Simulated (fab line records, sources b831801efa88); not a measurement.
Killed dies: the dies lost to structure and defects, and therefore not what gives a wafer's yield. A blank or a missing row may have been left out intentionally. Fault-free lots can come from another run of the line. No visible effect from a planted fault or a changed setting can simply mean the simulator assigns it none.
A struck lot beside a sound one + flow sky130 + 14 out of 708 route steps
Sound: the wafers L882.1, L882.3, L882.5. Wafers struck: L877.2, L877.3, L877.5. Last of all comes the cause.
Order at every step that has rows: each side's tool, ch and its chambers, its first start. Under that, the readings that differ: sound wafers + struck wafers + difference of the means + sigmas: that difference in standard deviations of wafers without a fault.
alike: same words and numbers on both sides, and readings whose means sit less than 2 such deviations apart. not compared: any withheld reading, any reading some wafer has no value for, any bound like >300 that may hide the same value, and any number with overlapping values for which the record gives no deviation.
A row with sigmas, a row that says differs or no value, or rows on one side alone: a step with any of these is where the two part. Numbers that have no deviation but don't overlap get no sigmas and don't part them. A reading missing from all wafers of one side parts the sides only when that side holds two or more wafers.

SKY_SD_N_RS_MEAS_17: uses a four-point probe to measure.
  struck on filmMetro-02, day 33 19:11; sound on filmMetro-02, day 35 02:26
  alike: SD_P_RS
SKY_SD_N_RS_MEAS_18: uses a four-point probe to measure.
  struck on filmMetro-02, day 33 19:18; sound on filmMetro-02, day 35 02:33
  alike: RES_XHIGH_RS
then, 2 steps without rows for these wafers: SKY_SALICIDE_CLEAN_00 (cleans in HF-last, time 30 s); SKY_LI_CONTACT_HDPCVD_00 (deposits PSG, target thk 930 nm, time 155 s).
SKY_LI_CONTACT_THK_MEAS_01:
  struck on filmMetro-02, day 33 19:35; sound on filmMetro-01, day 35 02:47
  alike: LI_CONTACT_HDPCVD_THK
SKY_LI_CONTACT_CMP_02: polishes PSG.
  sound on cmp-01 ch 1,2,3, day 35 02:57; struck on cmp-02 ch 0,1,2, day 33 19:38
  alike: motorCurrentA, timeToEndpointS
SKY_LI_CONTACT_BOW_MEAS_03:
  struck on filmMetro-01, day 33 19:57; sound on filmMetro-02, day 35 03:09
  alike: LI_CONTACT_BOW
then, 5 steps without rows for these wafers: SKY_LI_CONTACT_DEHYDRATE_04 (time 60 s); SKY_LI_CONTACT_HMDS_05 (prime time 60 s); SKY_LI_CONTACT_COAT_06 (resist thk 60 nm); SKY_LI_CONTACT_COAT_07 (resist thk 450 nm); SKY_LI_CONTACT_SOFTBAKE_08 (time 90 s).
SKY_LI_CONTACT_EXPOSE_09: exposes mask LICM1, target cd 170 nm.
  struck on krfScanner-02, day 34 09:32; sound on krfScanner-01 ch 0, day 35 16:01
  no value came back on the struck wafers for exposureDoseMJCm2, focusOffsetNm (nm), sigmaOuter; on the sound wafers exposureDoseMJCm2 reads 38.03 38.05 37.98
  alike: mask
following that, these wafers have no rows for 1 step: SKY_LI_CONTACT_PEB_10.

## WHERE THEY PART
Only at SKY_LI_CONTACT_EXPOSE_09, within this record.

WHY: the cause the simulator had injected
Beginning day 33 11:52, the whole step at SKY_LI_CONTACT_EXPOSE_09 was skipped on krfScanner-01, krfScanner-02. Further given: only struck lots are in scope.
